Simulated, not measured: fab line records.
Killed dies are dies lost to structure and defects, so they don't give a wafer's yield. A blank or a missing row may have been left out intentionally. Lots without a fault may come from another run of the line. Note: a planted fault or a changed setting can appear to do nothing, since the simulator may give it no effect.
Matching of chambers + flow sky130 + pecvd-04 running SKY_CONTACT_CVD_00: 3 sister chambers
The step deposits Si3N4, target thk 75 nm. 3 wafers are shown with their chamber, then 11 later ones without.

## WAFERS PAIRED WITH THEIR CHAMBERS
| wafer  | chamber | heater_power_w (W) |
|--------|---------|--------------------|
| L089.1 | 2       | 643                |
| L089.3 | 1       | 740                |
| L089.4 | 0       | 770                |

## WAFERS WHOSE CHAMBER IS MISSING
| wafer  | heater_power_w (W) |
|--------|--------------------|
| L089.5 | 642                |
| L089.6 | 714                |
| L091.2 | 707                |
| L091.4 | 735                |
| L091.6 | 706                |
| L093.1 | 784                |
| L093.2 | 640                |
| L093.3 | 793                |
| L093.4 | 789                |
| L093.5 | 629                |
| L093.6 | 763                |

## WHICH CHAMBER EACH WENT THROUGH
| wafer  | from the rows above          | in truth |
|--------|------------------------------|----------|
| L089.5 | 2                            | 2        |
| L089.6 | can't be placed: 1 or 0      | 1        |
| L091.2 | can't be placed: 1 or 0 or 2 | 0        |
| L091.4 | can't be placed: 1 or 0      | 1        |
| L091.6 | can't be placed: 1 or 2 or 0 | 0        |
| L093.1 | can't be placed: 0 or 1      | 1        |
| L093.2 | 2                            | 2        |
| L093.3 | can't be placed: 0 or 1      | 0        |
| L093.4 | can't be placed: 0 or 1      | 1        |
| L093.5 | 2                            | 2        |
| L093.6 | can't be placed: 0 or 1      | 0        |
3 of 11 placed correctly. Cannot be placed on the basis of these rows: 8; the candidates contain the true chamber in 8. Wrongly placed: 0.
How it was worked out, from the rows above alone: a wafer's distance from a chamber is the root of the sum, over the readings, of the square of ((its reading less the chamber's mean) divided by the reading's scatter). If the next closest chamber is less than 2 further off than the closest, the wafer can't be placed; otherwise it belongs to the closest. Each chamber's mean is taken over the wafers shown for it. The scatter (one wafer shown for each chamber): square how far every hidden wafer sits from the nearest shown wafer, average those squares and take the square root.
